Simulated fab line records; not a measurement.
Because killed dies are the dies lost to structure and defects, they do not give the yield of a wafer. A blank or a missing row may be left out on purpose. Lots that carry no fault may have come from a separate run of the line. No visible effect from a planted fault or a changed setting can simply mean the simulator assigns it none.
fab line records | flow sky130 | part 1 of 2: steps 1 to 30 of 43
record lots=5 | wafers=15 | last-day=50
route steps=708 shown CAP2M@609 METAL4@621 VIA4@639
lots with no fault: from the same line, run without faults
start-h: hours from the record's first day to the start of the lot's first wafer shown | wait-h: hours elapsed since this lot's preceding step | " unchanged from the row above | L1.1+2: one row covering several wafers at once | - no value, or no start given | * or withheld: withheld | < > ~ a bound
route shown NAME@n: names a module that has steps shown in the file, with the first one's number in the route | usual: average and standard deviation across the fault-free wafers | same: alike in all rows | chamber/n: place in a boat | sites: each site's reading | _std_site: standard deviation of those values | _edge_site: outer sites' mean less inner sites' | radius-mm: for every site, how far away it sits from the centre of the wafer | mask NAME#n: copy n | behind: tool/chamber where the wafer was last shaped | hold: why the lot went on hold/how many hours it stayed there/how the hold came to an end | device: transistor that didn't switch, given as n, p or np | end of line: tests of these same wafers at the route's end | a step with no rows: only its recipe | killed: not the wafer's yield, but the dies lost to structure and defects at the first sort | map: a wafer's dies, x killed, . not, _ none there
set.NAME: the setting that was run; set.NAME@STEP: the one run at that earlier step | model.NAME: the simulator's own value behind a step, which no gauge read
certain route steps with their lots: each step a table, each wafer a row
services: a tool's chamber out of use, with start hour (start-h, from the record's first day; less than 0 if before it), hours out, and reason
## steps
# step SKY_CAP2M_HMDS_06
# recipe prime-time-s=60 | prime-temp-c=120
lot.wafer  | tool           | chamber | start-h | wait-h
L075.1+2+4 | litho-track-01 | 0       | 950.72  | 0.1
L077.2+4+5 | litho-track-03 | 0       | 958.14  | 0.1
L093.1+3+4 | litho-track-03 | 0       | 1070.96 | 0.1
L095.3+4+6 | litho-track-02 | 0       | 1076.09 | 0.1
L094.1+2+6 | litho-track-01 | 0       | 1078.32 | 0.1
# step SKY_CAP2M_COAT_07
# recipe resist=NOVOLAK | spin-rpm=3000 | resist-thk-nm=1140
lot.wafer  | tool           | chamber | start-h | wait-h
L075.1+2+4 | litho-track-01 | 0       | 950.87  | 0.1
L077.2+4+5 | litho-track-03 | 0       | 958.29  | 0.1
L093.1+3+4 | litho-track-03 | 0       | 1071.11 | 0.1
L095.3+4+6 | litho-track-02 | 0       | 1076.24 | 0.1
L094.1+2+6 | litho-track-01 | 0       | 1078.47 | 0.1
# step SKY_CAP2M_SOFTBAKE_08
# recipe temp-c=90 | time-s=60 | resist=NOVOLAK
lot.wafer  | tool           | chamber | start-h | wait-h
L075.1+2+4 | litho-track-01 | 0       | 951.02  | 0.1
L077.2+4+5 | litho-track-03 | 0       | 958.44  | 0.1
L093.1+3+4 | litho-track-03 | 0       | 1071.26 | 0.1
L095.3+4+6 | litho-track-02 | 0       | 1076.39 | 0.1
L094.1+2+6 | litho-track-01 | 0       | 1078.62 | 0.1
# step SKY_CAP2M_EXPOSE_09
# recipe mask-id=CAP2M | na=0.6 | source-shape=conventional | sigma-outer=0.6 | polarization=unpolarized | target-cd-nm=1000 | dose-mj=159
# usual exposure-dose-mJ-cm2=159.03/0.15
lot.wafer | tool             | chamber | start-h | wait-h | mask    | exposure-dose-mJ-cm2
L075.1    | iline-stepper-01 | 0       | -       | -      | CAP2M#0 | 159.10
L075.2    | "                | 0       | "       | "      | CAP2M#0 | 158.97
L075.4    | "                | 0       | "       | "      | CAP2M#0 | 158.86
L077.2    | iline-stepper-02 | 0       | -       | -      | CAP2M#0 | 159.00
L077.4    | "                | 0       | "       | "      | CAP2M#0 | 158.84
L077.5    | "                | 0       | "       | "      | CAP2M#0 | 158.64
L093.1    | iline-stepper-01 | 0       | -       | -      | CAP2M#0 | 159.06
L093.3    | "                | 0       | "       | "      | CAP2M#0 | 159.37
L093.4    | "                | 0       | "       | "      | CAP2M#0 | 158.95
L095.3    | iline-stepper-01 | 0       | -       | -      | CAP2M#0 | 158.96
L095.4    | "                | 0       | "       | "      | CAP2M#0 | 158.92
L095.6    | "                | 0       | "       | "      | CAP2M#0 | 159.09
L094.1    | iline-stepper-02 | 0       | -       | -      | CAP2M#0 | 159.14
L094.2    | "                | 0       | "       | "      | CAP2M#0 | 159.12
L094.6    | "                | 0       | "       | "      | CAP2M#0 | 159.05
# step SKY_CAP2M_PEB_10
# recipe temp-c=withheld | time-s=* | resist=NOVOLAK
lot.wafer  | tool           | chamber | start-h | wait-h
L075.1+2+4 | litho-track-01 | 0       | -       | -
L077.2+4+5 | litho-track-03 | 0       | -       | -
L093.1+3+4 | litho-track-03 | 0       | -       | -
L095.3+4+6 | litho-track-02 | 0       | -       | -
L094.1+2+6 | litho-track-02 | 0       | -       | -
# step SKY_CAP2M_DEVELOP_11
# recipe resist=NOVOLAK | developer=TMAH | develop-time-s=60 | dev-temp-c=23
lot.wafer  | tool           | chamber | start-h | wait-h
L075.1+2+4 | litho-track-01 | 0       | 962.62  | 0.1
L077.2+4+5 | litho-track-03 | 0       | 969.74  | 0.1
L093.1+3+4 | litho-track-03 | 0       | 1081.81 | 0.1
L095.3+4+6 | litho-track-02 | 0       | 1085.84 | 0.1
L094.1+2+6 | litho-track-02 | 0       | 1089.19 | 0.1
# step SKY_CAP2M_OVL_MEAS_12
# usual CAP2M_OVL=0.0/1.3
lot.wafer | tool       | chamber | start-h | wait-h | CAP2M_OVL[nm]
L075.1    | overlay-02 | -       | 962.77  | 0.1    | 0.0
L075.2    | "          | -       | "       | "      | -0.7
L075.4    | "          | -       | "       | "      | 0.1
L077.2    | overlay-02 | -       | 969.87  | 0.1    | -0.6
L077.4    | "          | -       | "       | "      | 0.9
L077.5    | "          | -       | "       | "      | -0.2
L093.1    | overlay-02 | -       | 1081.96 | 0.1    | 0.2
L093.3    | "          | -       | "       | "      | -1.8
L093.4    | "          | -       | "       | "      | -0.1
L095.3    | overlay-01 | -       | 1085.95 | 0.1    | 0.1
L095.4    | "          | -       | "       | "      | 1.3
L095.6    | "          | -       | "       | "      | 1.2
L094.1    | overlay-01 | -       | 1089.34 | 0.1    | 1.6
L094.2    | "          | -       | "       | "      | 1.1
L094.6    | "          | -       | "       | "      | 1.2
# step SKY_CAP2M_METAL_ETCH_13
# recipe target-depth-nm=220 | stop-on=SiO2 | chemistry=Cl2/BCl3 | target=TiN | pressure-mtorr=10 | icp-w=900 | bias-w=48.5 | Cl2_flow_sccm=60 | bcl3-flow-sccm=30 | time-s=62.9
# usual bcl3-flow-sccm=29.99/0.091 | drypump-motor-current-A=5.78/0.25 | oes-product-au=0.940/0.0067 | throttle-valve-pct=21.903/0.0097
lot.wafer | tool         | chamber | start-h | wait-h | bcl3-flow-sccm | drypump-motor-current-A | oes-product-au | rf-hours-counter-h | throttle-valve-pct
L075.1    | rie-metal-03 | 0       | 962.80  | 0.0    | 30.02          | 5.75                    | 0.955          | 2                  | 21.890
L075.2    | "            | 1       | "       | "      | 30.08          | 5.72                    | 0.937          | 4                  | 21.925
L075.4    | "            | 1       | "       | "      | 30.06          | 5.73                    | 0.939          | -                  | 21.901
L077.2    | rie-metal-01 | 0       | 969.90  | 0.0    | 30.01          | 6.02                    | 0.946          | 15                 | 21.900
L077.4    | "            | 1       | "       | "      | 30.08          | 5.73                    | 0.942          | -                  | 21.893
L077.5    | "            | 1       | "       | "      | 30.08          | 5.74                    | 0.946          | -                  | 21.899
L093.1    | rie-metal-03 | 0       | 1082.00 | 0.0    | 30.04          | 5.78                    | 0.950          | 9                  | 21.907
L093.3    | "            | 1       | "       | "      | 29.85          | 5.71                    | 0.944          | -                  | 21.886
L093.4    | "            | 0       | "       | "      | 30.01          | 5.78                    | 0.938          | -                  | 21.913
L095.3    | rie-metal-03 | 0       | 1086.00 | 0.0    | 29.80          | 5.74                    | 0.936          | -                  | 21.890
L095.4    | "            | 1       | "       | "      | 29.94          | 5.71                    | 0.939          | -                  | 21.893
L095.6    | "            | 1       | "       | "      | 30.08          | 5.72                    | 0.945          | -                  | 21.916
L094.1    | rie-metal-03 | 0       | 1089.37 | 0.0    | 30.09          | 5.77                    | 0.941          | 10                 | 21.898
L094.2    | "            | 1       | "       | "      | 30.01          | 5.71                    | 0.945          | 11                 | 21.909
L094.6    | "            | 0       | "       | "      | 29.93          | 5.77                    | 0.942          | -                  | 21.899
# step SKY_CAP2M_STRIP_14
# recipe chemistry=O2/N2 | power-w=1400 | pressure-mtorr=1500 | platen-temp-c=withheld | o2-flow-sccm=3000 | n2-flow-sccm=300 | overash-fraction=0.5
# usual drypump-motor-current-A=5.5/0.39 | oes-product-au=0.710/0.0045 | strip-time-to-endpoint-s=12.67/0.035
lot.wafer | tool            | chamber | start-h | wait-h | drypump-motor-current-A | oes-product-au | rf-hours-counter-h | strip-time-to-endpoint-s
L075.1    | plasma-asher-03 | 1       | 962.88  | 0.1    | 5.4                     | 0.711          | 114                | 12.64
L075.2    | "               | 0       | "       | "      | 5.0                     | 0.710          | 114                | 12.64
L075.4    | "               | 0       | "       | "      | 5.0                     | 0.705          | -                  | 12.67
L077.2    | plasma-asher-03 | 0       | 969.97  | 0.1    | 5.0                     | 0.711          | 115                | 12.66
L077.4    | "               | 0       | "       | "      | 5.0                     | 0.712          | -                  | 12.66
L077.5    | "               | 1       | "       | "      | 5.3                     | 0.719          | -                  | 12.71
L093.1    | plasma-asher-03 | 0       | 1082.08 | 0.1    | 5.0                     | 0.707          | 2                  | 12.70
L093.3    | "               | 1       | "       | "      | 5.4                     | 0.714          | -                  | 12.69
L093.4    | "               | 0       | "       | "      | 5.0                     | 0.711          | -                  | 12.70
L095.3    | plasma-asher-03 | 1       | 1086.08 | 0.1    | 5.4                     | 0.713          | -                  | 12.64
L095.4    | "               | 0       | "       | "      | 5.0                     | 0.703          | -                  | 12.66
L095.6    | "               | 1       | "       | "      | 5.4                     | 0.711          | -                  | 12.67
L094.1    | plasma-asher-04 | 1       | 1089.45 | 0.1    | 5.0                     | 0.709          | 29                 | 12.66
L094.2    | "               | 0       | "       | "      | 6.2                     | 0.713          | 29                 | 12.67
L094.6    | "               | 1       | "       | "      | 5.0                     | 0.718          | -                  | 12.65
# step SKY_CAP2M_STRIP_15
# recipe chemistry=post-etch-residue-remover | time-s=1200 | temp-c=72.5
lot.wafer  | tool         | chamber | start-h | wait-h
L075.1+2+4 | wet-bench-02 | 2       | 962.98  | 0.1
L077.2+4+5 | wet-bench-03 | 0       | 970.07  | 0.1
L093.1+3+4 | wet-bench-02 | 3       | 1082.18 | 0.1
L095.3+4+6 | wet-bench-03 | 1       | 1086.15 | 0.0
L094.1+2+6 | wet-bench-03 | 1       | 1089.55 | 0.1
# step SKY_CAP2M_CLEAN_16
# recipe chemistry=IPA | time-s=180 | temp-c=25
lot.wafer  | tool         | chamber | start-h | wait-h
L075.1+2+4 | wet-bench-03 | 0       | 963.32  | 0.0
L077.2+4+5 | wet-bench-01 | 2       | 970.42  | 0.0
L093.1+3+4 | wet-bench-01 | 3       | 1082.52 | 0.0
L095.3+4+6 | wet-bench-01 | 1       | 1086.49 | 0.0
L094.1+2+6 | wet-bench-02 | 1       | 1089.92 | 0.0
# step SKY_CAP2M_CLEAN_17
# recipe chemistry=O3/DIW | dry=n2-spin
lot.wafer  | tool         | chamber | start-h | wait-h
L075.1+2+4 | wet-bench-01 | 1       | 963.38  | 0.0
L077.2+4+5 | wet-bench-02 | 3       | 970.47  | 0.0
L093.1+3+4 | wet-bench-02 | 1       | 1082.58 | 0.0
L095.3+4+6 | wet-bench-02 | 1       | 1086.55 | 0.0
L094.1+2+6 | wet-bench-03 | 2       | 1089.98 | 0.0
# step SKY_METAL4_DEHYDRATE_05
# recipe temp-c=200 | time-s=60
lot.wafer  | tool           | chamber | start-h | wait-h
L075.1+2+4 | litho-track-04 | 0       | 975.35  | 11.9
L077.2+4+5 | litho-track-04 | 0       | 981.42  | 10.9
L093.1+3+4 | litho-track-04 | 0       | 1092.50 | 9.8
L095.3+4+6 | litho-track-02 | 0       | 1096.24 | 9.6
L094.1+2+6 | litho-track-04 | 0       | 1099.65 | 9.6
# step SKY_METAL4_HMDS_06
# recipe prime-time-s=60 | prime-temp-c=120
lot.wafer  | tool           | chamber | start-h | wait-h
L075.1+2+4 | litho-track-04 | 0       | 975.50  | 0.1
L077.2+4+5 | litho-track-04 | 0       | 981.57  | 0.1
L093.1+3+4 | litho-track-04 | 0       | 1092.65 | 0.1
L095.3+4+6 | litho-track-02 | 0       | 1096.39 | 0.1
L094.1+2+6 | litho-track-04 | 0       | 1099.80 | 0.1
# step SKY_METAL4_COAT_07
# recipe resist=BARC | temp-c=withheld | time-s=withheld | spin-rpm=3000 | resist-thk-nm=60
lot.wafer  | tool           | chamber | start-h | wait-h
L075.1+2+4 | litho-track-04 | 0       | 975.65  | 0.1
L077.2+4+5 | litho-track-04 | 0       | 981.72  | 0.1
L093.1+3+4 | litho-track-04 | 0       | 1092.80 | 0.1
L095.3+4+6 | litho-track-02 | 0       | 1096.54 | 0.1
L094.1+2+6 | litho-track-04 | 0       | 1099.95 | 0.1
# step SKY_METAL4_COAT_08
# recipe resist=KrF-thick | spin-rpm=3000 | resist-thk-nm=1140
lot.wafer  | tool           | chamber | start-h | wait-h
L075.1+2+4 | litho-track-04 | 0       | -       | -
L077.2+4+5 | litho-track-04 | 0       | -       | -
L093.1+3+4 | litho-track-04 | 0       | -       | -
L095.3+4+6 | litho-track-02 | 0       | -       | -
L094.1+2+6 | litho-track-04 | 0       | -       | -
# step SKY_METAL4_SOFTBAKE_09
# recipe temp-c=100 | time-s=90 | resist=KrF-thick
lot.wafer  | tool           | chamber | start-h | wait-h
L075.1+2+4 | litho-track-04 | 0       | -       | -
L077.2+4+5 | litho-track-04 | 0       | -       | -
L093.1+3+4 | litho-track-04 | 0       | -       | -
L095.3+4+6 | litho-track-02 | 0       | -       | -
L094.1+2+6 | litho-track-04 | 0       | -       | -
# step SKY_METAL4_EXPOSE_10
# recipe mask-id=MM4 | na=0.68 | source-shape=annular | sigma-inner=0.4 | sigma-outer=0.8 | target-cd-nm=300 | dose-mj=28
# usual exposure-dose-mJ-cm2=28.00/0.079
lot.wafer | tool           | chamber | start-h | wait-h | mask  | exposure-dose-mJ-cm2
L075.1    | krf-scanner-01 | 0       | -       | -      | MM4#0 | 27.89
L075.2    | "              | 0       | "       | "      | MM4#0 | 27.92
L075.4    | "              | 0       | "       | "      | MM4#0 | 27.91
L077.2    | krf-scanner-01 | 0       | -       | -      | MM4#0 | 27.95
L077.4    | "              | 0       | "       | "      | MM4#0 | 27.93
L077.5    | "              | 0       | "       | "      | MM4#0 | 27.94
L093.1    | krf-scanner-02 | 0       | -       | -      | MM4#0 | 28.07
L093.3    | "              | 0       | "       | "      | MM4#0 | 28.07
L093.4    | "              | 0       | "       | "      | MM4#0 | 28.13
L095.3    | krf-scanner-01 | 0       | -       | -      | MM4#0 | 27.90
L095.4    | "              | 0       | "       | "      | MM4#0 | 27.91
L095.6    | "              | 0       | "       | "      | MM4#0 | 27.92
L094.1    | krf-scanner-02 | 0       | -       | -      | MM4#0 | 28.06
L094.2    | "              | 0       | "       | "      | MM4#0 | 28.07
L094.6    | "              | 0       | "       | "      | MM4#0 | 28.08
# step SKY_METAL4_PEB_11
# recipe peb-temp-c=withheld | peb-time-s=withheld | resist=KrF-thick
lot.wafer  | tool           | chamber | start-h | wait-h
L075.1+2+4 | litho-track-04 | 0       | -       | -
L077.2+4+5 | litho-track-02 | 0       | -       | -
L093.1+3+4 | litho-track-02 | 0       | -       | -
L095.3+4+6 | litho-track-04 | 0       | -       | -
L094.1+2+6 | litho-track-01 | 0       | -       | -
# step SKY_METAL4_DEVELOP_12
# recipe develop-time-s=60 | resist=KrF-thick | dev-temp-c=21
lot.wafer  | tool           | chamber | start-h | wait-h
L075.1+2+4 | litho-track-04 | 0       | -       | -
L077.2+4+5 | litho-track-02 | 0       | -       | -
L093.1+3+4 | litho-track-02 | 0       | -       | -
L095.3+4+6 | litho-track-04 | 0       | -       | -
L094.1+2+6 | litho-track-01 | 0       | -       | -
# step SKY_METAL4_CD_MEAS_13
# recipe target-cd-nm=300
# usual cd-nm=299.6/1.6
lot.wafer | tool      | chamber | start-h | wait-h | cd-nm
L075.1    | cd-sem-01 | -       | 987.65  | -      | 299.1
L075.2    | "         | -       | "       | "      | 297.9
L075.4    | "         | -       | "       | "      | 297.9
L077.2    | cd-sem-02 | -       | 993.51  | -      | 301.5
L077.4    | "         | -       | "       | "      | 301.2
L077.5    | "         | -       | "       | "      | 299.2
L093.1    | cd-sem-02 | -       | 1110.85 | -      | 300.6
L093.3    | "         | -       | "       | "      | 300.7
L093.4    | "         | -       | "       | "      | 300.9
L095.3    | cd-sem-02 | -       | 1111.97 | -      | 303.2
L095.4    | "         | -       | "       | "      | 302.9
L095.6    | "         | -       | "       | "      | 303.4
L094.1    | cd-sem-02 | -       | 1113.13 | -      | 302.7
L094.2    | "         | -       | "       | "      | 302.0
L094.6    | "         | -       | "       | "      | 302.8
# step SKY_METAL4_OVL_MEAS_14
# usual METAL4_OVL=1/5.3
lot.wafer | tool       | chamber | start-h | wait-h | METAL4_OVL[nm]
L075.1    | overlay-02 | -       | 987.77  | 0.1    | 0
L075.2    | "          | -       | "       | "      | 5
L075.4    | "          | -       | "       | "      | -1
L077.2    | overlay-02 | -       | 993.61  | 0.1    | 2
L077.4    | "          | -       | "       | "      | 9
L077.5    | "          | -       | "       | "      | 3
L093.1    | overlay-01 | -       | 1110.97 | 0.1    | 1
L093.3    | "          | -       | "       | "      | -3
L093.4    | "          | -       | "       | "      | -3
L095.3    | overlay-02 | -       | 1112.06 | 0.1    | 5
L095.4    | "          | -       | "       | "      | 8
L095.6    | "          | -       | "       | "      | 10
L094.1    | overlay-02 | -       | 1113.25 | 0.1    | 0
L094.2    | "          | -       | "       | "      | -5
L094.6    | "          | -       | "       | "      | -5
# step SKY_METAL4_DESCUM_15
# recipe chemistry=O2 | source-power-w=150 | bias-power-w=0 | pressure-mtorr=10 | temp-c=40 | time-s=8
# usual drypump-motor-current-A=5.90/0.18 | oes-product-au=1.000/0.0091
lot.wafer | tool         | chamber | start-h | wait-h | drypump-motor-current-A | oes-product-au | rf-hours-counter-h
L075.1    | rie-metal-03 | 0       | 987.81  | 0.0    | 5.77                    | 1.011          | 3
L075.2    | "            | 1       | "       | "      | 5.73                    | 0.995          | 5
L075.4    | "            | 1       | "       | "      | 5.72                    | 0.996          | -
L077.2    | rie-metal-01 | 0       | 993.64  | 0.0    | 6.02                    | 1.008          | 17
L077.4    | "            | 0       | "       | "      | 6.05                    | 1.005          | -
L077.5    | "            | 1       | "       | "      | 5.73                    | 0.989          | -
L093.1    | rie-metal-02 | 0       | 1111.01 | 0.0    | 6.19                    | 0.995          | 20
L093.3    | "            | 0       | "       | "      | 6.18                    | 0.996          | -
L093.4    | "            | 1       | "       | "      | 5.87                    | 0.998          | -
L095.3    | rie-metal-01 | 1       | 1112.10 | 0.0    | 5.73                    | 0.995          | -
L095.4    | "            | 0       | "       | "      | 6.00                    | 1.012          | -
L095.6    | "            | 0       | "       | "      | 5.99                    | 1.015          | -
L094.1    | rie-metal-01 | 1       | 1113.29 | 0.0    | 5.73                    | 1.005          | 9
L094.2    | "            | 0       | "       | "      | 6.02                    | 1.004          | 24
L094.6    | "            | 1       | "       | "      | 5.74                    | 1.005          | -
# step SKY_METAL4_ETCH_16
# recipe chemistry=N2/H2 | target=BARC | ion-energy-ev=200 | bias-w=100 | pressure-mtorr=30 | n2-flow-sccm=100 | h2-flow-sccm=200 | icp-w=500 | stop-on=SiO2 | time-s=88.2 | target-depth-a=600
# usual drypump-motor-current-A=5.91/0.18 | oes-product-au=0.626/0.0047 | throttle-valve-pct=13.205/0.0093
lot.wafer | tool         | chamber | start-h | wait-h | drypump-motor-current-A | oes-product-au | rf-hours-counter-h | throttle-valve-pct
L075.1    | rie-metal-03 | 0       | 987.84  | 0.0    | 5.77                    | 0.628          | 3                  | 13.210
L075.2    | "            | 1       | "       | "      | 5.73                    | 0.624          | 5                  | 13.210
L075.4    | "            | 1       | "       | "      | 5.75                    | 0.624          | -                  | 13.210
L077.2    | rie-metal-01 | 0       | 993.67  | 0.0    | 6.06                    | 0.626          | 17                 | 13.211
L077.4    | "            | 0       | "       | "      | 6.06                    | 0.618          | -                  | 13.215
L077.5    | "            | 1       | "       | "      | 5.74                    | 0.621          | -                  | 13.201
L093.1    | rie-metal-02 | 0       | 1111.04 | 0.0    | 6.20                    | 0.623          | 20                 | 13.193
L093.3    | "            | 0       | "       | "      | 6.19                    | 0.623          | -                  | 13.205
L093.4    | "            | 1       | "       | "      | 5.87                    | 0.633          | -                  | 13.211
L095.3    | rie-metal-01 | 1       | 1112.15 | 0.0    | 5.73                    | 0.619          | -                  | 13.216
L095.4    | "            | 0       | "       | "      | 6.05                    | 0.630          | -                  | 13.211
L095.6    | "            | 0       | "       | "      | 6.07                    | 0.631          | -                  | 13.224
L094.1    | rie-metal-01 | 1       | 1113.32 | 0.0    | 5.74                    | 0.627          | 9                  | 13.194
L094.2    | "            | 0       | "       | "      | 6.06                    | 0.626          | 24                 | 13.206
L094.6    | "            | 1       | "       | "      | 5.76                    | 0.624          | -                  | 13.207
# step SKY_METAL4_ETCH_17
# recipe target=SiO2 | stop-on=TiN | chemistry=C4F8/O2/Ar | source-w=1500 | bias-w=1200 | pressure-mtorr=40 | c4f8-flow-sccm=withheld | O2_flow_sccm=6 | Ar_flow_sccm=300 | time-s=3.9 | target-depth-a=150
# usual oes-product-au=0.753/0.0064
lot.wafer | tool        | chamber | start-h | wait-h | oes-product-au | rf-hours-counter-h
L075.1    | rie-diel-02 | 2       | 987.94  | 0.1    | 0.742          | 19
L075.2    | "           | 0       | "       | "      | 0.742          | 7
L075.4    | "           | 3       | "       | "      | 0.762          | 13
L077.2    | rie-diel-02 | 2       | 993.77  | 0.1    | 0.752          | 19
L077.4    | "           | 0       | "       | "      | 0.753          | 7
L077.5    | "           | 1       | "       | "      | 0.758          | -
L093.1    | rie-diel-02 | 1       | 1111.14 | 0.1    | 0.756          | 11
L093.3    | "           | 3       | "       | "      | 0.752          | 17
L093.4    | "           | 0       | "       | "      | 0.766          | 11
L095.3    | rie-diel-01 | 3       | 1112.22 | 0.0    | 0.753          | 18
L095.4    | "           | 1       | "       | "      | 0.751          | 26
L095.6    | "           | 3       | "       | "      | 0.759          | -
L094.1    | rie-diel-01 | 2       | 1113.42 | 0.1    | 0.751          | 29
L094.2    | "           | 1       | "       | "      | 0.756          | 27
L094.6    | "           | 1       | "       | "      | 0.758          | -
# step SKY_METAL4_METAL_ETCH_18
# recipe target-depth-a=8450 | stop-on=SiO2 | over-etch-frac=0.3 | time-s=183.1 | chemistry=Cl2/BCl3 | resist-sidewall-deg=88 | pressure-mtorr=10 | icp-w=900 | bias-w=48.5 | Cl2_flow_sccm=60 | bcl3-flow-sccm=30
# usual bcl3-flow-sccm=29.99/0.091 | drypump-motor-current-A=5.89/0.19 | oes-product-au=0.866/0.006 | throttle-valve-pct=22.265/0.0093
lot.wafer | tool         | chamber | start-h | wait-h | bcl3-flow-sccm | drypump-motor-current-A | oes-product-au | rf-hours-counter-h | throttle-valve-pct
L075.1    | rie-metal-01 | 1       | 987.95  | 0.0    | 29.78          | 5.72                    | 0.865          | 3                  | 22.259
L075.2    | "            | 0       | "       | "      | 29.84          | 6.00                    | 0.872          | 16                 | 22.256
L075.4    | "            | 1       | "       | "      | 30.04          | 5.74                    | 0.864          | -                  | 22.264
L077.2    | rie-metal-01 | 1       | 993.79  | 0.0    | 30.00          | 5.75                    | 0.865          | 4                  | 22.271
L077.4    | "            | 1       | "       | "      | 29.83          | 5.73                    | 0.863          | -                  | 22.281
L077.5    | "            | 1       | "       | "      | 29.94          | 5.73                    | 0.871          | -                  | 22.253
L093.1    | rie-metal-03 | 1       | 1111.16 | 0.0    | 29.96          | 5.70                    | 0.872          | 13                 | 22.262
L093.3    | "            | 0       | "       | "      | 30.12          | 5.79                    | 0.879          | -                  | 22.282
L093.4    | "            | 1       | "       | "      | 30.11          | 5.68                    | 0.872          | -                  | 22.277
L095.3    | rie-metal-03 | 1       | 1112.30 | 0.1    | 30.08          | 5.71                    | 0.868          | -                  | 22.264
L095.4    | "            | 0       | "       | "      | 30.05          | 5.76                    | 0.869          | -                  | 22.266
L095.6    | "            | 1       | "       | "      | 30.01          | 5.71                    | 0.863          | -                  | 22.254
L094.1    | rie-metal-02 | 0       | 1113.44 | 0.0    | 29.88          | 6.20                    | 0.882          | 21                 | 22.272
L094.2    | "            | 1       | "       | "      | 30.15          | 5.86                    | 0.866          | 3                  | 22.256
L094.6    | "            | 1       | "       | "      | 30.13          | 5.86                    | 0.869          | -                  | 22.277
# step SKY_METAL4_STRIP_19
# recipe chemistry=O2/N2 | power-w=1400 | pressure-mtorr=1500 | platen-temp-c=withheld | o2-flow-sccm=3000 | n2-flow-sccm=300 | overash-fraction=0.5
# usual drypump-motor-current-A=5.6/0.47 | oes-product-au=0.502/0.0053 | strip-time-to-endpoint-s=6.54/0.067
lot.wafer | tool            | chamber | start-h | wait-h | drypump-motor-current-A | oes-product-au | rf-hours-counter-h | strip-time-to-endpoint-s
L075.1    | plasma-asher-01 | 1       | 988.13  | 0.1    | 5.7                     | 0.501          | 77                 | 6.61
L075.2    | "               | 0       | "       | "      | 5.4                     | 0.507          | 77                 | 6.53
L075.4    | "               | 0       | "       | "      | 5.4                     | 0.511          | -                  | 6.65
L077.2    | plasma-asher-04 | 0       | 993.97  | 0.1    | 6.3                     | 0.506          | 21                 | 6.58
L077.4    | "               | 0       | "       | "      | 6.3                     | 0.515          | -                  | 6.61
L077.5    | "               | 1       | "       | "      | 5.0                     | 0.508          | -                  | 6.64
L093.1    | plasma-asher-01 | 1       | 1111.33 | 0.1    | 5.7                     | 0.508          | 92                 | 6.55
L093.3    | "               | 1       | "       | "      | 5.7                     | 0.498          | -                  | 6.51
L093.4    | "               | 0       | "       | "      | 5.4                     | 0.511          | -                  | 6.59
L095.3    | plasma-asher-01 | 1       | 1112.45 | 0.1    | 5.7                     | 0.499          | -                  | 6.53
L095.4    | "               | 0       | "       | "      | 5.4                     | 0.500          | -                  | 6.43
L095.6    | "               | 0       | "       | "      | 5.4                     | 0.500          | -                  | 6.54
L094.1    | plasma-asher-01 | 0       | 1113.61 | 0.1    | 5.4                     | 0.498          | 93                 | 6.53
L094.2    | "               | 1       | "       | "      | 5.7                     | 0.509          | 93                 | 6.60
L094.6    | "               | 0       | "       | "      | 5.4                     | 0.494          | -                  | 6.59
# step SKY_METAL4_STRIP_20
# recipe chemistry=post-etch-residue-remover | time-s=1200 | temp-c=72.5
lot.wafer  | tool         | chamber | start-h | wait-h
L075.1+2+4 | wet-bench-04 | 0       | 988.23  | 0.1
L077.2+4+5 | wet-bench-01 | 3       | 994.07  | 0.1
L093.1+3+4 | wet-bench-04 | 0       | 1111.50 | 0.1
L095.3+4+6 | wet-bench-02 | 3       | 1112.95 | 0.5
L094.1+2+6 | wet-bench-04 | 1       | 1114.16 | 0.5
# step SKY_METAL4_CLEAN_21
# recipe chemistry=IPA | time-s=180 | temp-c=25
lot.wafer  | tool         | chamber | start-h | wait-h
L075.1+2+4 | wet-bench-01 | 0       | 988.60  | 0.0
L077.2+4+5 | wet-bench-02 | 1       | 994.41  | 0.0
L093.1+3+4 | wet-bench-01 | 0       | 1111.99 | 0.2
L095.3+4+6 | wet-bench-02 | 1       | 1113.61 | 0.3
L094.1+2+6 | wet-bench-04 | 3       | 1114.63 | 0.1
# step SKY_METAL4_CLEAN_22
# recipe chemistry=O3/DIW | dry=n2-spin
lot.wafer  | tool         | chamber | start-h | wait-h
L075.1+2+4 | wet-bench-04 | 1       | 988.66  | 0.0
L077.2+4+5 | wet-bench-01 | 1       | 994.47  | 0.0
L093.1+3+4 | wet-bench-01 | 1       | 1112.55 | 0.4
L095.3+4+6 | wet-bench-04 | 1       | 1114.07 | 0.4
L094.1+2+6 | wet-bench-04 | 1       | 1115.56 | 0.9
